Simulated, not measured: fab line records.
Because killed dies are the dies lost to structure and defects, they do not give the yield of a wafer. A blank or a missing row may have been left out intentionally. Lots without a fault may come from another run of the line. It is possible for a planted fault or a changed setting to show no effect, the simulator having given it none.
fab line records	flow sky130	part 1 of 2: steps 1 to 34 of 47
record: lots: 5	wafers: 15	lastDay: 50
route steps=708 shown NWELL@77 PWDE@84 VT_ADJUST_HVTP@85 VT_ADJUST_LVTN@97 VT_ADJUST_NCORE@119
lots untouched by any fault: they come from a run of this same line in which no faults occurred
startH: hours from the record's opening day to when the first of the lot's shown wafers began	waitH: how many hours have passed since the lot's step before this one	" repeats the value in the row above	L1.1+2: one row covering several wafers at once	- no value present, or no start provided	* or withheld: withheld	< > ~ a bound
route shown NAME@n: a module of which the file shows steps, and the number in the route of the first	usual: mean/standard deviation of fault-free wafers	same: alike in all rows	chamber/n: place in a boat	sites: each site's reading	_std_site: how widely they spread, as a standard deviation	_edge_site: outer sites' mean less inner sites'	radiusMm: how far each site lies from the wafer's centre	mask NAME#n: copy n	behind: the tool/chamber that last shaped the wafer	hold: cause of the lot's hold/its duration in hours/its outcome	device: which transistor (n, p or np) failed to switch	end of line: the tests these same wafers got at the end of their route	where a step has no rows: the recipe by itself	killed: the dies lost at the first sort to structure and to defects; this is not the yield of the wafer	map: dies across one wafer; x = killed, . = not, _ = none there
set.NAME: the run value of the setting; set.NAME@STEP: its run value at that earlier step	model.NAME: the simulator's own value behind a step, which no gauge read
lots at some steps of the route; a table a step, a row a wafer
services: a tool's chamber out of use, with start hour (startH, from the record's first day; less than 0 if before it), hours out, and reason
== steps ==
step: SKY_NWELL_IMPLANT_24
recipe: species: B	energyKev: 140	doseCm2: 9.2e+12	tiltDeg: withheld
lot.wafer	tool	chamber	startH	waitH
L075.3+4+6	implanter-02	0	118.81	0.1
L077.2+3+4	implanter-02	0	125.04	0.0
L081.2+3+6	implanter-04	0	152.01	0.0
L091.1+3+4	implanter-03	0	207.51	0.0
L095.2+4+5	implanter-03	0	233.51	0.0
step: SKY_NWELL_STRIP_25
recipe: chemistry: O2/N2	powerW: 1400	pressureMtorr: 1500	platenTempC: withheld	o2FlowSccm: 3000	n2FlowSccm: 300	overashFraction: 0.5
usual: drypumpMotorCurrentA: 5.7/0.47	n2FlowSccm: 300.0/0.91	oesProductAu: 0.723/0.0045	stripTimeToEndpointS: 36.90/0.11
lot.wafer	tool	chamber	startH	waitH	drypumpMotorCurrentA	n2FlowSccm	oesProductAu	rfHoursCounterH	stripTimeToEndpointS
L075.3	plasmaAsher-02	1	118.94	0.1	5.9	301.1	0.727	-	36.84
L075.4	"	0	"	"	6.0	301.0	0.724	-	36.83
L075.6	"	0	"	"	6.0	300.3	0.719	-	36.87
L077.2	plasmaAsher-02	1	125.16	0.1	5.8	299.8	0.728	40	36.95
L077.3	"	0	"	"	6.0	300.2	0.721	-	37.08
L077.4	"	1	"	"	5.8	299.3	0.720	-	36.98
L081.2	plasmaAsher-01	0	152.13	0.1	6.5	300.1	0.718	36	36.88
L081.3	"	0	"	"	6.5	299.6	0.711	-	36.82
L081.6	"	1	"	"	5.3	301.6	0.720	-	36.96
L091.1	plasmaAsher-02	0	207.66	0.1	6.0	300.3	0.718	47	36.95
L091.3	"	0	"	"	6.0	299.7	0.721	-	37.11
L091.4	"	1	"	"	5.8	300.3	0.720	-	37.04
L095.2	plasmaAsher-02	1	233.63	0.1	5.8	299.8	0.719	50	36.88
L095.4	"	0	"	"	6.0	299.0	0.723	-	36.81
L095.5	"	0	"	"	5.9	298.4	0.713	-	36.77
step: SKY_NWELL_TW_MEAS_26
usual: NWELL_2_TW: 493/3.3
lot.wafer	tool	chamber	startH	waitH	NWELL_2_TW
L075.3	filmMetro-03	-	119.03	0.1	492
L075.4	"	-	"	"	495
L075.6	"	-	"	"	493
L077.2	filmMetro-01	-	125.27	0.1	490
L077.3	"	-	"	"	488
L077.4	"	-	"	"	490
L081.2	filmMetro-01	-	152.24	0.1	491
L081.3	"	-	"	"	487
L081.6	"	-	"	"	490
L091.1	filmMetro-03	-	207.76	0.1	495
L091.3	"	-	"	"	495
L091.4	"	-	"	"	493
L095.2	filmMetro-04	-	233.74	0.1	500
L095.4	"	-	"	"	499
L095.5	"	-	"	"	496
step: SKY_NWELL_CLEAN_27
recipe: chemistry: SC1/SC2	mix: 1:4:20	tempC: 70	timeS: 150	dry: n2Spin
lot.wafer	tool	chamber	startH	waitH
L075.3+4+6	wetBench-02	3	119.07	0.0
L077.2+3+4	wetBench-02	1	125.32	0.0
L081.2+3+6	wetBench-04	0	152.29	0.0
L091.1+3+4	wetBench-01	0	207.82	0.1
L095.2+4+5	wetBench-02	0	233.79	0.0
step: SKY_NWELL_RTA_28
recipe: tempC: 1050	timeS: 30	idleTempC: 650	rampUpCPerS: 150	rampDownCPerS: 90	ambient: N2
usual: lampPowerPct: 25.30/0.052	wafer_temp_C_max: 1054.9/0.89
lot.wafer	tool	chamber	startH	waitH	lampPowerPct	wafer_temp_C_max
L075.3	rtpAnneal-02	0	119.15	0.0	25.33	1056.5
L075.4	"	0	"	"	25.35	1055.0
L075.6	"	0	"	"	25.28	1055.3
L077.2	rtpAnneal-02	0	125.39	0.0	25.36	1054.6
L077.3	"	0	"	"	25.31	1053.9
L077.4	"	0	"	"	25.34	1054.2
L081.2	rtpAnneal-02	0	152.41	0.0	25.25	1053.9
L081.3	"	0	"	"	25.26	1053.9
L081.6	"	0	"	"	25.23	1054.7
L091.1	rtpAnneal-01	0	207.87	0.0	25.28	1055.3
L091.3	"	0	"	"	25.29	1054.9
L091.4	"	0	"	"	25.36	1055.0
L095.2	rtpAnneal-01	0	233.86	0.0	25.28	1056.6
L095.4	"	0	"	"	25.35	1054.5
L095.5	"	0	"	"	25.35	1054.6
step: SKY_NWELL_RS_MEAS_29
recipe: thkMeasGauge: four-point-probe
usual: NWELL_RS: 624.7/2
lot.wafer	tool	chamber	startH	waitH	NWELL_RS[ohm/sq]
L075.3	filmMetro-04	-	119.27	0.1	627.1
L075.4	"	-	"	"	625.7
L075.6	"	-	"	"	626.0
L077.2	filmMetro-03	-	125.49	0.1	624.1
L077.3	"	-	"	"	624.3
L077.4	"	-	"	"	626.1
L081.2	filmMetro-01	-	152.51	0.1	626.4
L081.3	"	-	"	"	626.7
L081.6	"	-	"	"	626.3
L091.1	filmMetro-03	-	207.97	0.1	624.5
L091.3	"	-	"	"	623.1
L091.4	"	-	"	"	622.1
L095.2	filmMetro-03	-	233.96	0.1	621.8
L095.4	"	-	"	"	620.5
L095.5	"	-	"	"	621.1
step: SKY_NWELL_RS_MEAS_31
recipe: thkMeasGauge: four-point-probe
usual: PWDE_RS: 5274/24
lot.wafer	tool	chamber	startH	waitH	PWDE_RS[ohm/sq]
L075.3	filmMetro-04	-	119.51	0.1	5277
L075.4	"	-	"	"	5281
L075.6	"	-	"	"	5274
L077.2	filmMetro-03	-	125.73	0.1	5300
L077.3	"	-	"	"	5285
L077.4	"	-	"	"	5287
L081.2	filmMetro-01	-	152.75	0.1	5300
L081.3	"	-	"	"	5316
L081.6	"	-	"	"	5287
L091.1	filmMetro-03	-	208.21	0.1	5234
L091.3	"	-	"	"	5253
L091.4	"	-	"	"	5239
L095.2	filmMetro-03	-	234.20	0.1	5259
L095.4	"	-	"	"	5274
L095.5	"	-	"	"	5270
step: SKY_VT_ADJUST_HVTP_DEHYDRATE_00
recipe: tempC: 200	timeS: 60
lot.wafer	tool	chamber	startH	waitH
L075.3+4+6	lithoTrack-03	0	128.32	8.8
L077.2+3+4	lithoTrack-04	0	134.97	9.2
L081.2+3+6	lithoTrack-04	0	162.17	9.4
L091.1+3+4	lithoTrack-01	0	218.42	10.2
L095.2+4+5	lithoTrack-03	0	244.80	10.6
step: SKY_VT_ADJUST_HVTP_HMDS_01
recipe: primeTimeS: 60	primeTempC: 120
lot.wafer	tool	chamber	startH	waitH
L075.3+4+6	lithoTrack-03	0	128.47	0.1
L077.2+3+4	lithoTrack-04	0	135.12	0.1
L081.2+3+6	lithoTrack-04	0	162.32	0.1
L091.1+3+4	lithoTrack-01	0	218.57	0.1
L095.2+4+5	lithoTrack-03	0	244.95	0.1
step: SKY_VT_ADJUST_HVTP_COAT_02
recipe: resist: NOVOLAK	spinRpm: 3000	resistThkNm: 1140
lot.wafer	tool	chamber	startH	waitH
L075.3+4+6	lithoTrack-03	0	128.62	0.1
L077.2+3+4	lithoTrack-04	0	135.27	0.1
L081.2+3+6	lithoTrack-04	0	162.47	0.1
L091.1+3+4	lithoTrack-01	0	218.72	0.1
L095.2+4+5	lithoTrack-03	0	245.10	0.1
step: SKY_VT_ADJUST_HVTP_SOFTBAKE_03
recipe: tempC: 90	timeS: 60	resist: NOVOLAK
lot.wafer	tool	chamber	startH	waitH
L075.3+4+6	lithoTrack-03	0	128.77	0.1
L077.2+3+4	lithoTrack-04	0	135.42	0.1
L081.2+3+6	lithoTrack-04	0	162.62	0.1
L091.1+3+4	lithoTrack-01	0	218.87	0.1
L095.2+4+5	lithoTrack-03	0	245.25	0.1
step: SKY_VT_ADJUST_HVTP_EXPOSE_04
recipe: maskId: HVTPM	na: 0.6	sourceShape: conventional	sigmaOuter: 0.6	polarization: unpolarized	targetCdNm: 380	doseMj: 140
lot.wafer	tool	chamber	startH	waitH	mask
L075.3+4+6	ilineStepper-01	0	-	-	HVTPM#0
L077.2+3+4	ilineStepper-01	0	-	-	HVTPM#0
L081.2+3+6	ilineStepper-02	0	-	-	HVTPM#0
L091.1+3+4	ilineStepper-01	0	-	-	HVTPM#0
L095.2+4+5	ilineStepper-02	0	-	-	HVTPM#0
step: SKY_VT_ADJUST_HVTP_PEB_05
recipe: tempC: withheld	timeS: *	resist: NOVOLAK
lot.wafer	tool	chamber	startH	waitH
L075.3+4+6	lithoTrack-01	0	-	-
L077.2+3+4	lithoTrack-03	0	-	-
L081.2+3+6	lithoTrack-03	0	-	-
L091.1+3+4	lithoTrack-01	0	-	-
L095.2+4+5	lithoTrack-04	0	-	-
step: SKY_VT_ADJUST_HVTP_DEVELOP_06
recipe: resist: NOVOLAK	developer: TMAH	developTimeS: 60	devTempC: 23
same: developTimeS: 60
lot.wafer	tool	chamber	startH	waitH
L075.3+4+6	lithoTrack-01	0	138.02	0.1
L077.2+3+4	lithoTrack-03	0	145.15	0.1
L081.2+3+6	lithoTrack-03	0	172.20	0.1
L091.1+3+4	lithoTrack-01	0	229.87	0.1
L095.2+4+5	lithoTrack-04	0	256.27	0.1
step: SKY_VT_ADJUST_HVTP_CD_MEAS_07
recipe: targetCdNm: 380
usual: cdNm: 379.6/2.8
lot.wafer	tool	chamber	startH	waitH	cdNm
L075.3	cdSem-02	-	138.16	0.1	381.9
L075.4	"	-	"	"	378.9
L075.6	"	-	"	"	380.7
L077.2	cdSem-02	-	145.29	0.1	381.2
L077.3	"	-	"	"	378.0
L077.4	"	-	"	"	379.4
L081.2	cdSem-02	-	172.35	0.1	379.6
L081.3	"	-	"	"	380.7
L081.6	"	-	"	"	379.5
L091.1	cdSem-01	-	230.02	0.1	370.8
L091.3	"	-	"	"	375.4
L091.4	"	-	"	"	370.9
L095.2	cdSem-01	-	256.41	0.1	380.2
L095.4	"	-	"	"	378.5
L095.5	"	-	"	"	378.5
step: SKY_VT_ADJUST_HVTP_OVL_MEAS_08
usual: VT_ADJUST_HVTP_OVL: -0.6/1.2
lot.wafer	tool	chamber	startH	waitH	VT_ADJUST_HVTP_OVL[nm]
L075.3	overlay-02	-	138.25	0.1	0.9
L075.4	"	-	"	"	0.1
L075.6	"	-	"	"	-0.6
L077.2	overlay-02	-	145.40	0.1	-2.1
L077.3	"	-	"	"	-2.7
L077.4	"	-	"	"	-0.8
L081.2	overlay-02	-	172.46	0.1	0.5
L081.3	"	-	"	"	-1.5
L081.6	"	-	"	"	-2.1
L091.1	overlay-01	-	230.14	0.1	-2.9
L091.3	"	-	"	"	-1.8
L091.4	"	-	"	"	-1.6
L095.2	overlay-02	-	256.52	0.1	-1.2
L095.4	"	-	"	"	-1.0
L095.5	"	-	"	"	-0.3
step: SKY_VT_ADJUST_HVTP_IMPLANT_09
recipe: species: As	energyKev: 150	doseCm2: 4.3e+12	tiltDeg: withheld
lot.wafer	tool	chamber	startH	waitH
L075.3+4+6	implanter-01	0	138.32	0.1
L077.2+3+4	implanter-03	0	145.46	0.0
L081.2+3+6	implanter-03	0	172.51	0.0
L091.1+3+4	implanter-03	0	230.17	0.0
L095.2+4+5	implanter-03	0	256.58	0.0
step: SKY_VT_ADJUST_HVTP_STRIP_10
recipe: chemistry: O2/N2	powerW: 1400	pressureMtorr: 1500	platenTempC: withheld	o2FlowSccm: 3000	n2FlowSccm: 300	overashFraction: 0.5
usual: drypumpMotorCurrentA: 5.8/0.44	n2FlowSccm: 300.1/0.99	oesProductAu: 0.716/0.0048	stripTimeToEndpointS: 14.15/0.043
lot.wafer	tool	chamber	startH	waitH	drypumpMotorCurrentA	n2FlowSccm	oesProductAu	rfHoursCounterH	stripTimeToEndpointS
L075.3	plasmaAsher-02	1	138.46	0.1	5.8	298.7	0.710	-	14.26
L075.4	"	0	"	"	6.0	300.7	0.721	-	14.24
L075.6	"	0	"	"	6.0	300.6	0.718	-	14.22
L077.2	plasmaAsher-01	0	145.58	0.1	6.6	300.8	0.713	35	14.08
L077.3	"	1	"	"	5.3	298.7	0.715	-	14.15
L077.4	"	0	"	"	6.6	300.1	0.715	-	14.12
L081.2	plasmaAsher-01	0	172.64	0.1	6.6	300.4	0.717	38	14.15
L081.3	"	1	"	"	5.3	298.7	0.717	-	14.13
L081.6	"	1	"	"	5.3	298.8	0.715	-	14.15
L091.1	plasmaAsher-01	0	230.32	0.1	6.5	301.3	0.712	43	14.23
L091.3	"	1	"	"	5.3	299.0	0.710	-	14.24
L091.4	"	0	"	"	6.6	300.9	0.718	-	14.23
L095.2	plasmaAsher-01	0	256.70	0.1	6.6	298.4	0.716	45	14.16
L095.4	"	1	"	"	5.3	301.3	0.712	-	14.13
L095.5	"	0	"	"	6.6	301.8	0.710	-	14.15
step: SKY_VT_ADJUST_HVTP_TW_MEAS_11
usual: VT_ADJUST_HVTP_TW: 1344/7.9
lot.wafer	tool	chamber	startH	waitH	VT_ADJUST_HVTP_TW
L075.3	filmMetro-03	-	138.54	0.1	1343
L075.4	"	-	"	"	1345
L075.6	"	-	"	"	1351
L077.2	filmMetro-01	-	145.69	0.1	1342
L077.3	"	-	"	"	1333
L077.4	"	-	"	"	1335
L081.2	filmMetro-02	-	172.75	0.1	1338
L081.3	"	-	"	"	1338
L081.6	"	-	"	"	1337
L091.1	filmMetro-03	-	230.42	0.1	1346
L091.3	"	-	"	"	1345
L091.4	"	-	"	"	1348
L095.2	filmMetro-01	-	256.81	0.1	1345
L095.4	"	-	"	"	1351
L095.5	"	-	"	"	1349
step: SKY_VT_ADJUST_LVTN_DEHYDRATE_00
recipe: tempC: 200	timeS: 60
lot.wafer	tool	chamber	startH	waitH
L075.3+4+6	lithoTrack-02	0	147.51	9.0
L077.2+3+4	lithoTrack-02	0	154.44	8.7
L081.2+3+6	lithoTrack-03	0	182.70	9.9
L091.1+3+4	lithoTrack-02	0	240.56	10.1
L095.2+4+5	lithoTrack-01	0	267.94	11.1
step: SKY_VT_ADJUST_LVTN_HMDS_01
recipe: primeTimeS: 60	primeTempC: 120
lot.wafer	tool	chamber	startH	waitH
L075.3+4+6	lithoTrack-02	0	147.66	0.1
L077.2+3+4	lithoTrack-02	0	154.59	0.1
L081.2+3+6	lithoTrack-03	0	182.85	0.1
L091.1+3+4	lithoTrack-02	0	240.71	0.1
L095.2+4+5	lithoTrack-01	0	268.09	0.1
step: SKY_VT_ADJUST_LVTN_COAT_02
recipe: spinRpm: 2000	resistThkNm: 3017
lot.wafer	tool	chamber	startH	waitH
L075.3+4+6	lithoTrack-02	0	147.81	0.1
L077.2+3+4	lithoTrack-02	0	154.74	0.1
L081.2+3+6	lithoTrack-03	0	183.00	0.1
L091.1+3+4	lithoTrack-02	0	240.86	0.1
L095.2+4+5	lithoTrack-01	0	268.24	0.1
step: SKY_VT_ADJUST_LVTN_SOFTBAKE_03
recipe: tempC: 110	timeS: withheld
lot.wafer	tool	chamber	startH	waitH
L075.3+4+6	lithoTrack-02	0	147.98	0.1
L077.2+3+4	lithoTrack-02	0	154.89	0.1
L081.2+3+6	lithoTrack-03	0	183.16	0.1
L091.1+3+4	lithoTrack-02	0	241.01	0.1
L095.2+4+5	lithoTrack-01	0	268.40	0.1
step: SKY_VT_ADJUST_LVTN_EXPOSE_04
recipe: maskId: NWM_COMPLEMENT_LESS_NATIVE	na: 0.6	sourceShape: conventional	sigmaOuter: 0.6	polarization: unpolarized	targetCdNm: 840	doseMj: 194
lot.wafer	tool	chamber	startH	waitH	mask
L075.3+4+6	ilineStepper-01	0	-	-	NWM_COMPLEMENT_LESS_NATIVE#0
L077.2+3+4	ilineStepper-02	0	-	-	NWM_COMPLEMENT_LESS_NATIVE#0
L081.2+3+6	ilineStepper-01	0	-	-	NWM_COMPLEMENT_LESS_NATIVE#0
L091.1+3+4	ilineStepper-02	0	-	-	NWM_COMPLEMENT_LESS_NATIVE#0
L095.2+4+5	ilineStepper-01	0	-	-	NWM_COMPLEMENT_LESS_NATIVE#0
step: SKY_VT_ADJUST_LVTN_PEB_05
recipe: tempC: 115	timeS: withheld
lot.wafer	tool	chamber	startH	waitH
L075.3+4+6	lithoTrack-01	0	-	-
L077.2+3+4	lithoTrack-01	0	-	-
L081.2+3+6	lithoTrack-03	0	-	-
L091.1+3+4	lithoTrack-03	0	-	-
L095.2+4+5	lithoTrack-03	0	-	-
step: SKY_VT_ADJUST_LVTN_DEVELOP_06
recipe: wallAngleDeg: 90	developer: TMAH	developTimeS: 60	devTempC: 23
same: developTimeS: 60
lot.wafer	tool	chamber	startH	waitH
L075.3+4+6	lithoTrack-01	0	-	-
L077.2+3+4	lithoTrack-01	0	-	-
L081.2+3+6	lithoTrack-03	0	-	-
L091.1+3+4	lithoTrack-03	0	-	-
L095.2+4+5	lithoTrack-03	0	-	-
step: SKY_VT_ADJUST_LVTN_OVL_MEAS_07
usual: VT_ADJUST_LVTN_OVL: -0.9/1.2
lot.wafer	tool	chamber	startH	waitH	VT_ADJUST_LVTN_OVL[nm]
L075.3	overlay-01	-	157.33	-	-0.8
L075.4	"	-	"	"	1.7
L075.6	"	-	"	"	-0.5
L077.2	overlay-01	-	165.27	-	1.7
L077.3	"	-	"	"	0.4
L077.4	"	-	"	"	1.5
L081.2	overlay-01	-	193.73	-	-0.5
L081.3	"	-	"	"	-0.9
L081.6	"	-	"	"	-2.5
L091.1	overlay-02	-	252.62	-	-1.8
L091.3	"	-	"	"	-0.2
L091.4	"	-	"	"	-0.5
L095.2	overlay-01	-	280.23	-	-0.3
L095.4	"	-	"	"	-3.0
L095.5	"	-	"	"	-1.1
step: SKY_VT_ADJUST_LVTN_IMPLANT_08
recipe: species: B	energyKev: 30	doseCm2: 1.57e+12	tiltDeg: withheld
lot.wafer	tool	chamber	startH	waitH
L075.3+4+6	implanter-02	0	157.40	0.1
L077.2+3+4	implanter-04	0	165.33	0.0
L081.2+3+6	implanter-02	0	193.78	0.0
L091.1+3+4	implanter-01	0	252.66	0.0
L095.2+4+5	implanter-04	0	280.28	0.0
step: SKY_VT_ADJUST_LVTN_STRIP_09
recipe: chemistry: O2/N2	powerW: 1400	pressureMtorr: 1500	platenTempC: withheld	o2FlowSccm: 3000	n2FlowSccm: 300	overashFraction: 0.5
usual: drypumpMotorCurrentA: 5.6/0.43	n2FlowSccm: 300.0/0.79	oesProductAu: 0.723/0.0047	stripTimeToEndpointS: 37.15/0.095
lot.wafer	tool	chamber	startH	waitH	drypumpMotorCurrentA	n2FlowSccm	oesProductAu	rfHoursCounterH	stripTimeToEndpointS
L075.3	plasmaAsher-04	1	157.54	0.1	5.7	300.2	0.720	-	37.25
L075.4	"	0	"	"	5.4	300.1	0.722	-	37.30
L075.6	"	1	"	"	5.7	300.2	0.722	-	37.16
L077.2	plasmaAsher-04	1	165.45	0.1	5.7	299.1	0.726	48	37.08
L077.3	"	1	"	"	5.7	299.0	0.715	-	37.10
L077.4	"	0	"	"	5.4	299.6	0.727	-	37.00
L081.2	plasmaAsher-04	1	193.91	0.1	5.7	299.5	0.717	51	37.06
L081.3	"	1	"	"	5.7	299.7	0.727	-	37.17
L081.6	"	0	"	"	5.4	300.0	0.718	-	37.21
L091.1	plasmaAsher-04	1	252.81	0.1	5.7	300.7	0.724	57	37.14
L091.3	"	0	"	"	5.4	300.1	0.725	-	37.17
L091.4	"	1	"	"	5.7	300.8	0.721	-	37.23
L095.2	plasmaAsher-01	0	280.41	0.1	6.5	299.7	0.725	48	37.00
L095.4	"	1	"	"	5.3	300.2	0.720	-	37.15
L095.5	"	1	"	"	5.3	301.8	0.719	-	37.06
step: SKY_VT_ADJUST_LVTN_TW_MEAS_10
usual: VT_ADJUST_LVTN_TW: 240.4/1
lot.wafer	tool	chamber	startH	waitH	VT_ADJUST_LVTN_TW
L075.3	filmMetro-04	-	157.62	0.1	240.4
L075.4	"	-	"	"	239.6
L075.6	"	-	"	"	239.6
L077.2	filmMetro-02	-	165.56	0.1	239.4
L077.3	"	-	"	"	238.9
L077.4	"	-	"	"	238.3
L081.2	filmMetro-04	-	194.02	0.1	241.5
L081.3	"	-	"	"	240.4
L081.6	"	-	"	"	242.0
L091.1	filmMetro-02	-	252.91	0.1	240.6
L091.3	"	-	"	"	241.4
L091.4	"	-	"	"	240.1
L095.2	filmMetro-03	-	280.52	0.1	240.8
L095.4	"	-	"	"	240.8
L095.5	"	-	"	"	241.8
step: SKY_VT_ADJUST_LVTN_DEHYDRATE_11
recipe: tempC: 200	timeS: 60
lot.wafer	tool	chamber	startH	waitH
L075.3+4+6	lithoTrack-03	0	167.37	9.7
L077.2+3+4	lithoTrack-02	0	174.94	9.4
L081.2+3+6	lithoTrack-03	0	204.55	10.5
L091.1+3+4	lithoTrack-03	0	263.67	10.8
L095.2+4+5	lithoTrack-03	0	291.90	11.4
step: SKY_VT_ADJUST_LVTN_HMDS_12
recipe: primeTimeS: 60	primeTempC: 120
lot.wafer	tool	chamber	startH	waitH
L075.3+4+6	lithoTrack-03	0	167.52	0.1
L077.2+3+4	lithoTrack-02	0	175.09	0.1
L081.2+3+6	lithoTrack-03	0	204.70	0.1
L091.1+3+4	lithoTrack-03	0	263.82	0.1
L095.2+4+5	lithoTrack-03	0	292.05	0.1
step: SKY_VT_ADJUST_LVTN_COAT_13
recipe: resist: NOVOLAK	spinRpm: 3000	resistThkNm: 1140
lot.wafer	tool	chamber	startH	waitH
L075.3+4+6	lithoTrack-03	0	167.67	0.1
L077.2+3+4	lithoTrack-02	0	175.24	0.1
L081.2+3+6	lithoTrack-03	0	204.85	0.1
L091.1+3+4	lithoTrack-03	0	263.97	0.1
L095.2+4+5	lithoTrack-03	0	292.20	0.1
step: SKY_VT_ADJUST_LVTN_SOFTBAKE_14
recipe: tempC: 90	timeS: 60	resist: NOVOLAK
lot.wafer	tool	chamber	startH	waitH
L075.3+4+6	lithoTrack-03	0	167.82	0.1
L077.2+3+4	lithoTrack-02	0	175.39	0.1
L081.2+3+6	lithoTrack-03	0	205.00	0.1
L091.1+3+4	lithoTrack-03	0	264.12	0.1
L095.2+4+5	lithoTrack-03	0	292.35	0.1
